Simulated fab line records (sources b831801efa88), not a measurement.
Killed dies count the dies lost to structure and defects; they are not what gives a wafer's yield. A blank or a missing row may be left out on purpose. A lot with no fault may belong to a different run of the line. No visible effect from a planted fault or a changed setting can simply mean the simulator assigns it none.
Which tool did it? | flow sky130 | 7 lots with 21 wafers sampled at 2 steps, on a route of 708 steps

== WHAT THE GAUGES SHOWED, per wafer ==
SKY_VT_ADJUST_PCH_OVL_MEAS_07.
lot  | measured     | on         | VT_ADJUST_PCH_OVL (nm)
L879 | day 11 15:16 | overlay-02 | 1.5 0.2 1.5
L882 | day 12 10:16 | overlay-02 | 3.7 1.1 1.6
L890 | day 14 22:19 | overlay-02 | - - -
L892 | day 15 11:22 | overlay-01 | -2.0 0.0 -1.8
L894 | day 16 08:22 | overlay-01 | -1.7 -0.1 2.4
L897 | day 17 04:28 | overlay-01 | -2.3 -0.5 -0.5
L899 | day 17 19:15 | overlay-02 | 2.8 2.0 0.3

== EACH LOT AND THE TOOL THAT RAN IT (in order: tool; ch and the chambers of the sampled wafers; start) ==
lot  | SKY_VT_ADJUST_PCH_EXPOSE_04
L879 | ilineStepper-02 ch 0, day 11 03:28
L882 | ilineStepper-02 ch 0, day 11 22:53
L890 | ilineStepper-01, day 14 08:52
L892 | ilineStepper-02 ch 0, day 14 22:11
L894 | ilineStepper-01 ch 0, day 15 18:40
L897 | ilineStepper-01 ch 0, day 16 14:08
L899 | ilineStepper-02 ch 0, day 17 04:34
- SKY_VT_ADJUST_PCH_EXPOSE_04: exposes mask NWM, target cd 840 nm.

== THE ANSWER, worked out from the rows above alone ==
Rule: usual is defined by the lots themselves. Put in order of their means at a reading, lots are off if they are a third of the lots or fewer, leave a main group of 4 or more, and stand apart from it by a gap of 3 or more times the standard deviation of the main group's means; of several such gaps the widest counts. A main group whose means are all the same, to the digits that the tables above print for the reading, isn't used. Also off: a lot with no number at a reading for which 4 or more lots have one. Any other lot the step has rows for is counted as sound.
Off: L890, seen at SKY_VT_ADJUST_PCH_OVL_MEAS_07 (VT_ADJUST_PCH_OVL). Without a number there: L890. The main group: mean 0.5 nm, standard deviation 1.3.
A tool fits if, at a process step before that reading, it ran every lot that is off, and no sound lot after the first of them. Gauges at SKY_VT_ADJUST_PCH_OVL_MEAS_07: tried the same way as those tools. Not one of the candidates tried fits.

== WHAT WAS PUT IN BY THE SIMULATOR ==
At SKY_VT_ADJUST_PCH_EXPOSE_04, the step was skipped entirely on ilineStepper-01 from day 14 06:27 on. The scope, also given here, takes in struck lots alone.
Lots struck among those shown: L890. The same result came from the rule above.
